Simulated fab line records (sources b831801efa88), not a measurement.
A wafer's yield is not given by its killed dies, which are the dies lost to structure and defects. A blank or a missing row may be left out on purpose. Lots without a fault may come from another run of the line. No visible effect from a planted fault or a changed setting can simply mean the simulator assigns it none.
fab line records    flow sfq-line
record lots=14  wafers=42  last-day=96
route steps=325 shown R5@212 I5@235 M6@263 I6@276
lots that met no fault: from a run of the same line without faults
start-h: start of the lot's first displayed wafer, in hours after the record's first day    wait-h: how many hours have passed since the lot's step before this one    " the same as in the row above    L1.1+2: a single row standing in for several wafers    - no value, or no start was given    * or withheld: withheld    < > ~ a bound
route shown NAME@n: names a module that has steps shown in the file, with the first one's number in the route    usual: mean and standard deviation over wafers with no fault    same: alike in all rows    chamber/n: place in a boat    sites: each site's reading    _std_site: the values' standard deviation    _edge_site: outer sites' mean less inner sites'    radius-mm: how far each site lies from the wafer's centre    mask NAME#n: copy n    behind: the last tool/chamber to shape the wafer    hold: the reason the lot was held/the length of the hold in hours/how it ended    device: names the non-switching transistor (n, p or np)    end of line: tests run on the same wafers once the route is complete    for a step that has no rows: nothing shown but its recipe    killed: dies lost to structure and defects at the first sort, not the wafer's yield    map: a wafer's dies, marking killed ones x, the rest . and places with no die _
set.NAME: setting as actually run; set.NAME@STEP: the setting as run at that earlier step    model.NAME: the simulator's own value behind a step, which no gauge read
a sample of lots followed through the steps of the route, with each step as a table and each wafer as a row
services: when a tool's chamber went out of use (start-h, in hours from the record's first day, below 0 if earlier), for how many hours, and the reason
## steps
# step SFQ_TRILAYER_R5_DEP_SPUTTER_132
# recipe material=Ti  base-pressure-pa=1.33e-06  target-thk-nm=5  power-w=2000  time-s=5  chamber-pressure-pa=0.4
# usual throttle-valve-pct=29.8/0.76
lot.wafer  tool            chamber  start-h  wait-h  throttle-valve-pct
L925.1     pvd-sputter-03  -        1346.25  1.0     29.4
L925.5     "               -        "        "       29.8
L925.6     "               -        "        "       30.2
L926.1     pvd-sputter-04  -        1349.46  1.0     30.3
L926.5     "               -        "        "       29.6
L926.6     "               -        "        "       30.3
L927.2     pvd-sputter-03  -        1357.86  0.8     30.5
L927.3     "               -        "        "       29.5
L927.4     "               -        "        "       30.0
L928.1     pvd-sputter-04  -        1365.18  1.0     30.3
L928.2     "               -        "        "       29.6
L928.5     "               -        "        "       28.8
L932.1     pvd-sputter-04  -        1417.57  1.0     29.7
L932.5     "               -        "        "       28.9
L932.6     "               -        "        "       29.5
L935.2     pvd-sputter-03  -        1432.06  0.8     29.4
L935.5     "               -        "        "       29.3
L935.6     "               -        "        "       30.0
L940.1     pvd-sputter-03  -        1577.32  1.0     30.3
L940.4     "               -        "        "       29.7
L940.5     "               -        "        "       29.4
L939.4     pvd-sputter-04  -        1581.61  0.4     29.8
L939.5     "               -        "        "       29.6
L939.6     "               -        "        "       28.5
L942.1     pvd-sputter-05  -        1601.41  1.0     30.9
L942.2     "               -        "        "       30.8
L942.6     "               -        "        "       28.2
L943.1     pvd-sputter-04  -        1633.88  1.0     28.7
L943.2     "               -        "        "       29.4
L943.6     "               -        "        "       28.5
L945.3     pvd-sputter-04  -        1657.61  0.6     30.4
L945.5     "               -        "        "       30.8
L945.6     "               -        "        "       30.3
L946.2     pvd-sputter-04  -        1782.79  0.8     29.5
L946.4     "               -        "        "       30.4
L946.6     "               -        "        "       28.6
L947.4     pvd-sputter-05  -        1794.61  0.4     29.3
L947.5     "               -        "        "       30.9
L947.6     "               -        "        "       28.1
L948.2     pvd-sputter-03  -        1798.55  0.8     29.6
L948.5     "               -        "        "       29.4
L948.6     "               -        "        "       30.6
# step SFQ_I5_OVL_MEAS_936
# usual I5_OVL=1/4.5
lot.wafer  tool        chamber  start-h  wait-h  I5_OVL[nm]
L925.1     overlay-01  -        1590.74  0.1     -3
L925.5     "           -        "        "       1
L925.6     "           -        "        "       -1
L926.1     overlay-02  -        1596.74  0.1     9
L926.5     "           -        "        "       4
L926.6     "           -        "        "       1
L927.2     overlay-01  -        1608.87  0.1     8
L927.3     "           -        "        "       5
L927.4     "           -        "        "       2
L928.1     overlay-02  -        1620.83  0.1     0
L928.2     "           -        "        "       8
L928.5     "           -        "        "       -1
L932.1     overlay-02  -        1663.23  0.1     3
L932.5     "           -        "        "       0
L932.6     "           -        "        "       -7
L935.2     overlay-02  -        1682.43  0.1     4
L935.5     "           -        "        "       2
L935.6     "           -        "        "       5
L940.1     overlay-02  -        1713.71  0.1     0
L940.4     "           -        "        "       -3
L940.5     "           -        "        "       0
L939.4     overlay-02  -        1718.53  0.1     -1
L939.5     "           -        "        "       4
L939.6     "           -        "        "       7
L942.1     overlay-02  -        1736.63  0.1     0
L942.2     "           -        "        "       0
L942.6     "           -        "        "       0
L943.1     overlay-02  -        1763.03  0.1     0
L943.2     "           -        "        "       -5
L943.6     "           -        "        "       -6
L945.3     overlay-01  -        1790.10  0.1     4
L945.5     "           -        "        "       7
L945.6     "           -        "        "       6
L946.2     overlay-01  -        1794.50  0.1     -3
L946.4     "           -        "        "       0
L946.6     "           -        "        "       0
L947.4     overlay-01  -        1894.24  0.1     0
L947.5     "           -        "        "       -1
L947.6     "           -        "        "       1
L948.2     overlay-01  -        1895.43  0.1     2
L948.5     "           -        "        "       -1
L948.6     "           -        "        "       4
# step SFQ_TRILAYER_M6_ETCH_METAL_ETCH_162
# recipe target=Nb  stop-on=SiO2  mask-material=PR  chemistry=Cl2/Ar  target-depth-nm=240  icp-w=600  bias-w=80  pressure-mtorr=10  time-s=120
# usual bias-w=80.01/0.25  drypump-motor-current-A=6.0/0.3  oes-product-au=0.896/0.0058
lot.wafer  tool          chamber  start-h  wait-h  bias-w  drypump-motor-current-A  oes-product-au  rf-hours-counter-h
L925.1     rie-metal-01  1        1729.53  0.0     80.07   5.9                      0.896           68
L925.5     "             0        "        "       80.64   5.6                      0.902           -
L925.6     "             1        "        "       79.91   5.9                      0.901           -
L926.1     rie-metal-01  0        1734.33  0.0     80.13   5.6                      0.908           30
L926.5     "             1        "        "       79.77   5.9                      0.896           -
L926.6     "             0        "        "       80.08   5.6                      0.894           -
L927.2     rie-metal-04  0        1741.53  0.0     80.44   5.7                      0.897           85
L927.3     "             1        "        "       79.76   6.3                      0.897           -
L927.4     "             0        "        "       80.28   5.7                      0.898           -
L928.1     rie-metal-03  1        1749.93  0.0     80.06   5.8                      0.903           126
L928.2     "             0        "        "       79.85   6.3                      0.898           43
L928.5     "             1        "        "       80.22   5.8                      0.896           -
L932.1     rie-metal-03  0        1799.45  0.1     80.24   6.3                      0.896           52
L932.5     "             0        "        "       80.16   6.3                      0.903           -
L932.6     "             0        "        "       80.34   6.3                      0.887           -
L935.2     rie-metal-03  1        1805.89  0.0     79.69   5.8                      0.891           1
L935.5     "             1        "        "       79.89   5.8                      0.885           -
L935.6     "             0        "        "       79.98   6.3                      0.884           -
L940.1     rie-metal-04  1        1936.39  0.0     79.48   6.4                      0.906           72
L940.4     "             1        "        "       79.44   6.4                      0.896           -
L940.5     "             1        "        "       79.35   6.4                      0.898           -
L939.4     rie-metal-01  0        1938.83  0.1     79.68   5.6                      0.889           -
L939.5     "             0        "        "       79.72   5.6                      0.901           -
L939.6     "             1        "        "       80.05   5.9                      0.893           -
L942.1     rie-metal-01  1        1950.79  0.0     79.94   5.8                      0.899           91
L942.2     "             0        "        "       80.12   5.6                      0.892           61
L942.6     "             1        "        "       79.68   5.9                      0.899           -
L943.1     rie-metal-04  1        1968.79  0.0     79.42   6.3                      0.890           77
L943.2     "             0        "        "       80.51   5.6                      0.895           114
L943.6     "             0        "        "       79.99   5.7                      0.900           -
L945.3     rie-metal-04  1        1984.23  0.1     97.11   6.4                      0.893           -
L945.5     "             0        "        "       97.74   5.7                      0.889           -
L945.6     "             1        "        "       97.24   6.4                      0.890           -
L946.2     rie-metal-01  1        1986.59  0.0     80.32   5.9                      0.893           101
L946.4     "             1        "        "       80.26   5.9                      0.905           -
L946.6     "             0        "        "       80.28   5.7                      0.900           -
L947.4     rie-metal-04  1        1999.95  0.1     97.29   6.3                      0.894           -
L947.5     "             1        "        "       97.26   6.4                      0.897           -
L947.6     "             0        "        "       97.68   5.7                      0.888           -
L948.2     rie-metal-03  1        2006.35  0.0     79.87   5.8                      0.898           31
L948.5     "             1        "        "       79.81   5.8                      0.897           -
L948.6     "             0        "        "       80.07   6.3                      0.901           -
# step SFQ_I6_OVL_MEAS_942
# usual I6_OVL=2/6.9
lot.wafer  tool        chamber  start-h  wait-h  I6_OVL[nm]
L925.1     overlay-01  -        1824.49  0.1     14
L925.5     "           -        "        "       6
L925.6     "           -        "        "       8
L926.1     overlay-02  -        1853.82  0.1     -3
L926.5     "           -        "        "       4
L926.6     "           -        "        "       -6
L927.2     overlay-01  -        1859.82  0.1     3
L927.3     "           -        "        "       -3
L927.4     "           -        "        "       1
L928.1     overlay-01  -        1863.42  0.1     0
L928.2     "           -        "        "       -10
L928.5     "           -        "        "       -7
L932.1     overlay-02  -        1899.42  0.1     16
L932.5     "           -        "        "       11
L932.6     "           -        "        "       12
L935.2     overlay-02  -        1909.90  0.1     -11
L935.5     "           -        "        "       1
L935.6     "           -        "        "       -12
L940.1     overlay-01  -        1944.31  0.1     2
L940.4     "           -        "        "       8
L940.5     "           -        "        "       2
L939.4     overlay-01  -        1950.33  0.1     8
L939.5     "           -        "        "       8
L939.6     "           -        "        "       3
L942.1     overlay-01  -        1959.91  0.1     8
L942.2     "           -        "        "       -2
L942.6     "           -        "        "       1
L943.1     overlay-01  -        1976.34  0.1     7
L943.2     "           -        "        "       1
L943.6     "           -        "        "       8
L945.3     overlay-01  -        2001.47  0.1     7
L945.5     "           -        "        "       8
L945.6     "           -        "        "       3
L946.2     overlay-01  -        2093.60  0.1     -10
L946.4     "           -        "        "       -3
L946.6     "           -        "        "       -6
L947.4     overlay-01  -        2114.14  0.1     -1
L947.5     "           -        "        "       5
L947.6     "           -        "        "       -2
L948.2     overlay-02  -        2120.12  0.1     -1
L948.5     "           -        "        "       4
L948.6     "           -        "        "       1
## services
tool            chamber  start-h  hours  kind
rie-metal-03    -        1379.84  1.4    pm
rie-metal-01    1        1479.11  9.3    repair
pvd-sputter-04  -        1486.79  4.1    repair
pvd-sputter-04  -        1518.09  2.0    repair
pvd-sputter-04  -        1559.85  4.2    repair
rie-metal-04    -        1571.34  14.6   pm
pvd-sputter-04  -        1579.61  0.9    repair
rie-metal-04    0        1598.16  22.3   repair
pvd-sputter-03  -        1606.56  14.3   repair
pvd-sputter-03  -        1672.32  5.1    repair
rie-metal-04    -        1680.12  0.4    repair
pvd-sputter-04  -        1692.21  12.8   repair
pvd-sputter-03  -        1712.21  4.1    repair
pvd-sputter-04  -        1739.84  5.1    repair
rie-metal-01    1        1739.91  20.6   repair
rie-metal-03    1        1763.47  5.0    repair
rie-metal-03    -        1844.59  0.3    repair
pvd-sputter-04  -        1884.74  6.3    repair
rie-metal-01    1        1904.63  17.5   repair
rie-metal-04    -        1940.87  0.6    repair
rie-metal-04    -        1942.94  0.1    repair
rie-metal-04    -        1965.90  2.8    pm
pvd-sputter-03  -        1979.15  28.6   repair
pvd-sputter-03  -        1988.57  0.8    repair
## key
first-sign step=SFQ_TRILAYER_M6_ETCH_METAL_ETCH_162  reading=bias-w  direction=up  sigmas=70  usual=80.01  struck=97.39
effect none on later readings
met-at SFQ_TRILAYER_M6_ETCH_METAL_ETCH_162
struck-lots L945,L947
not-acting-at SFQ_TRILAYER_R5_DEP_SPUTTER_132,SFQ_I5_OVL_MEAS_936,SFQ_I6_OVL_MEAS_942
onset-between 1968.79 1984.23
fault kind=process-parameter-drift  tool=rie-metal-04  chamber=-  onset-h=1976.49  steps=SFQ_TRILAYER_M6_ETCH_METAL_ETCH_162  channel=bias-w  offset=17.586  shape=step  end-h=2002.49  acts-in=these-recipes-only  stated=80
